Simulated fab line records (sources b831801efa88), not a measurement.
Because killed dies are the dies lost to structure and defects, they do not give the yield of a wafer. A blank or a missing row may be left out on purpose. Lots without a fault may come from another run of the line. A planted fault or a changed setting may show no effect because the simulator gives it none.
Problem report, 8D (eight disciplines) form, completed by code -- flow sky130 -- the parts of the form that need people (team, actions taken, sign-off) are left out

## 1. WHAT IS WRONG
Across 6 wafers from 2 lots, SD_N_TW at SKY_SD_N_TW_MEAS_12 averages 3591, while fault-free wafers read 4028 with a standard deviation of 31. Measured from the usual mean, that is -14 standard deviations.
The first sign was on wafer L462.1 at day 30 14:19, on film_metro-03. At this step, 30 wafers from 10 lots have a number in the record. Rule for "out", or "out of limits": more than 4 standard deviations from the usual mean. Any other wafer with a number is counted as sound.

## 2. WHAT IT IS, AND WHAT IT ISN'T
question,is,is not
which readings at this step,SD_N_TW,-
which lots,"L460, L462","L456, L458, L461, L465, L473, L474, L475, L476"
which wafers of those lots,all that have a number,-
read on which gauges,"film_metro-03, film_metro-04",film_metro-02
when,from day 30 14:19,"up to then (6 sound wafers); but 18 sound wafers of L461, L465, L473, L474, L475, L476 came after"

## 3. WHAT RULES OUT EACH SUSPECT
Counting: a tool at a process step up to the reading stays a suspect if it ran every lot that is out and no sound lot after the first of them.
- ruled out: the gauge at SKY_SD_N_TW_MEAS_12. The wafers that are out were read on 2 gauges (film_metro-03, film_metro-04).
- implanter-01 at SKY_SD_N_IMPLANT_09: ruled out as a lasting fault. After its first lot that is out, L462 (day 30 13:55), sound lots L475 ran on it.
Left after counting: nothing in the record.

## 4. THE CAUSE (what the simulator had put in)
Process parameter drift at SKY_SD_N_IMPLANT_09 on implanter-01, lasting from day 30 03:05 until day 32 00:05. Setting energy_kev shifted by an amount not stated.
The count ruled it out by mistake, since the rule takes a fault to strike every lot its tool runs from the start of the fault on, and this one did not do so.

## 5. THE CHAIN OF EFFECTS, in route order
Each row: a reading whose mean over the struck wafers that have a number lies more than 3 standard deviations from the usual. Scope: only readings with a usual standard deviation given in the record; hours: median across lots of the time from each lot's start at the first step in this table that gives one to its start at this step; sigmas: change in usual standard deviations.
hours,step,reading,usual,on struck wafers,change,sigmas
0,SKY_SD_N_IMPLANT_09,beam_energy_keV,49.997,31.560,-18.437,-99 or more
0,SKY_SD_N_STRIP_11,oes_product_au,0.527 a.u.,0.570,+0.043,+9.9
0,SKY_SD_N_STRIP_11,strip_time_to_endpoint_s,22.54 s,19.76,-2.78,-71
0,SKY_SD_N_TW_MEAS_12,SD_N_TW,4028,3591,-437,-14
1,SKY_SD_N_RS_MEAS_16,SD_N_RS,68.50 ohm/sq,84.13,+15.63,+99 or more
The process steps in it:
- SKY_SD_N_IMPLANT_09
- SKY_SD_N_STRIP_11: strips in O2/N2.

## 6. WHAT WOULD HAVE CAUGHT IT SOONER
11 hours passed between the start of the fault at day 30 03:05 and the first reading out of limits at a measuring or inspecting step in this record, taken at day 30 14:19.
Tool's own readings at SKY_SD_N_IMPLANT_09, beam_energy_keV: out on all struck wafers the step has rows for; an alarm limit on them would have tripped on the first.
